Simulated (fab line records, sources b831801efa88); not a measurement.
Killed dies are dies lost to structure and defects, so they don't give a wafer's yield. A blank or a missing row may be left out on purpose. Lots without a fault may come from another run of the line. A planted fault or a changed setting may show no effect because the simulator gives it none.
Problem report in the 8D (eight disciplines) form, filled by code | flow sky130 | the parts of the form that need people (team, actions taken, sign-off) are left out

1. THE PROBLEM
cd_nm at SKY_METAL4_CD_MEAS_13 reads a mean of 314.0 nm on 9 wafers of 3 lots; wafers without a fault read 300.0 nm with a standard deviation of 1.6. That is +8.7 standard deviations from the usual mean.
The step: target cd 300 nm.
First seen on wafer L568.1, day 44 03:35, on cd_sem-02. The record holds 39 wafers of 13 lots with a number at this step. Rule for "out", or "out of limits": more than 4 standard deviations from the usual mean. The other wafers with a number count as sound.

2. WHAT IT IS AND WHAT IT IS NOT
question                    | is                     | is not
which readings at this step | cd_nm                  | -
which lots                  | L568, L569, L572       | L559, L560, L561, L562, L570, L575, L577, L578, L579, L582
which wafers of those lots  | all that have a number | -
read on which gauges        | cd_sem-01, cd_sem-02   | -
when                        | from day 44 03:35      | up to then (12 sound wafers); but 18 sound wafers of L570, L575, L577, L578, L579, L582 came after

3. SUSPECTS, AND WHAT RULES EACH OUT
Counting: a tool at a process step up to the reading stays a suspect if it ran every lot that is out and no sound lot after the first of them.
- the gauge at SKY_METAL4_CD_MEAS_13: ruled out. The wafers that are out were read on 2 gauges (cd_sem-01, cd_sem-02).
- krf_scanner-01 at SKY_METAL4_EXPOSE_10 (exposes mask MM4, target cd 300 nm): kept. It ran every lot that is out, first L568 (day 43 17:20), and no sound lot after that; its last sound lot up to then is L559 (day 41 11:37). Its own readings are out on those wafers: exposure_dose_mJ_cm2.
Left after counting: krf_scanner-01 at SKY_METAL4_EXPOSE_10.

4. THE CAUSE (what the simulator had put in)
Process parameter drift: krf_scanner-01, from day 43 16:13 on, at SKY_METAL4_EXPOSE_10. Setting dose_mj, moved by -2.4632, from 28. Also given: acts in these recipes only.
Counting left only this tool.

5. THE CHAIN OF EFFECTS, in route order
Each row: a reading whose mean over the struck wafers that have a number lies more than 3 standard deviations from the usual. Only readings for which the record gives a usual standard deviation are gone through. hours: the time from each lot's start at the first step in this table that gives one to its start at this step, as a median over the lots. sigmas: the change in usual standard deviations.
hours | step                  | reading              | usual    | on struck wafers | change | sigmas
0     | SKY_METAL4_EXPOSE_10  | exposure_dose_mJ_cm2 | 27.96    | 25.98            | -1.98  | -51
12    | SKY_METAL4_CD_MEAS_13 | cd_nm                | 300.0 nm | 314.0            | +14.0  | +8.7
The process steps in it:
- SKY_METAL4_EXPOSE_10: exposes mask MM4, target cd 300 nm.

6. WHAT WOULD HAVE CAUGHT IT SOONER
In this record the first reading out of limits at a measuring or inspecting step was taken at day 44 03:35, 11 hours after the fault began at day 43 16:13.
The tool's own readings at SKY_METAL4_EXPOSE_10 were out on every struck wafer that the step has a row for (exposure_dose_mJ_cm2): an alarm limit on them would have fired on the first of those.
Of the lots that are out (3), L569, L572 began SKY_METAL4_EXPOSE_10 on krf_scanner-01 after day 44 03:35. A hold on the tool at that time would have spared those 2.
